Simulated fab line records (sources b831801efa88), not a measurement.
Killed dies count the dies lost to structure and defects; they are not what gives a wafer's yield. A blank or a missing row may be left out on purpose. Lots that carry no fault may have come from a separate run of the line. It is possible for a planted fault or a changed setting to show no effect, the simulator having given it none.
Which of the tools did it? | flow sky130 | Sampling: 11 lots, 33 wafers, 3 of 708 route steps

WHAT THE GAUGES READ, wafer by wafer
SKY_METAL5_THK_MEAS_06: measures by xrf.
lot  | measured     | on            | METAL5_ALCU_THK (nm)
L651 | day 44 13:23 | film_metro-03 | 1141 1142 1127
L652 | day 44 23:14 | film_metro-02 | 1124 1127 1124
L653 | day 45 01:01 | film_metro-03 | 1150 1153 1141
L656 | day 46 04:50 | film_metro-04 | 1137 1126 1132
L657 | day 46 08:06 | film_metro-02 | 1140 1128 1138
L658 | day 46 18:53 | film_metro-04 | 1130 1142 1140
L659 | day 47 00:38 | film_metro-04 | 1165 1151 1174
L660 | day 47 04:50 | film_metro-02 | 1130 1111 1137
L662 | day 47 19:31 | film_metro-02 | 1129 1135 1122
L663 | day 48 02:53 | film_metro-02 | 1154 1126 1127
L673 | day 49 23:01 | film_metro-02 | 1131 1120 1131

EACH LOT AND THE TOOL THAT RAN IT (in order: tool; ch and the chambers of the sampled wafers; start)
lot  | SKY_METAL4_STRIP_19                  | SKY_METAL5_SPUTTER_00
L651 | plasma_asher-04 ch 0,1, day 43 11:44 | pvd_sputter-01, day 44 13:06
L652 | plasma_asher-01 ch 0,1, day 43 21:02 | pvd_sputter-01, day 44 22:56
L653 | plasma_asher-02 ch 0,1, day 43 23:19 | pvd_sputter-04, day 45 00:44
L656 | plasma_asher-02 ch 0,1, day 45 03:13 | pvd_sputter-01, day 46 04:33
L657 | plasma_asher-02 ch 0,1, day 45 06:32 | pvd_sputter-01, day 46 07:49
L658 | plasma_asher-01 ch 0,1, day 45 17:55 | pvd_sputter-04, day 46 18:35
L659 | plasma_asher-04 ch 0,1, day 46 00:29 | pvd_sputter-04, day 47 00:21
L660 | plasma_asher-04 ch 0,1, day 46 03:35 | pvd_sputter-03, day 47 04:32
L662 | plasma_asher-02 ch 0,1, day 46 20:02 | pvd_sputter-01, day 47 19:12
L663 | plasma_asher-04 ch 0,1, day 47 02:41 | pvd_sputter-04, day 48 02:35
L673 | plasma_asher-04 ch 0,1, day 49 01:11 | pvd_sputter-01, day 49 22:43
- SKY_METAL4_STRIP_19: strips in O2/N2.
- SKY_METAL5_SPUTTER_00: material Ti, target thk 15 nm, time 10 s.

THE ANSWER, worked out from the rows above alone
Rule: the usual values come from the lots themselves. Put in order of their means at a reading, lots are off if they are a third of the lots or fewer, leave a main group of 4 or more, and stand apart from it by a gap of 3 or more times the standard deviation of the main group's means; of several such gaps the widest counts. If all means in a main group match to the digits the tables above print for the reading, that group is not used. Also off: a lot with no number at a reading for which 4 or more lots have one. All remaining lots with rows at the step are treated as sound.
No lot is off at any reading shown: from this, nothing can be told.

WHAT WAS PUT IN BY THE SIMULATOR
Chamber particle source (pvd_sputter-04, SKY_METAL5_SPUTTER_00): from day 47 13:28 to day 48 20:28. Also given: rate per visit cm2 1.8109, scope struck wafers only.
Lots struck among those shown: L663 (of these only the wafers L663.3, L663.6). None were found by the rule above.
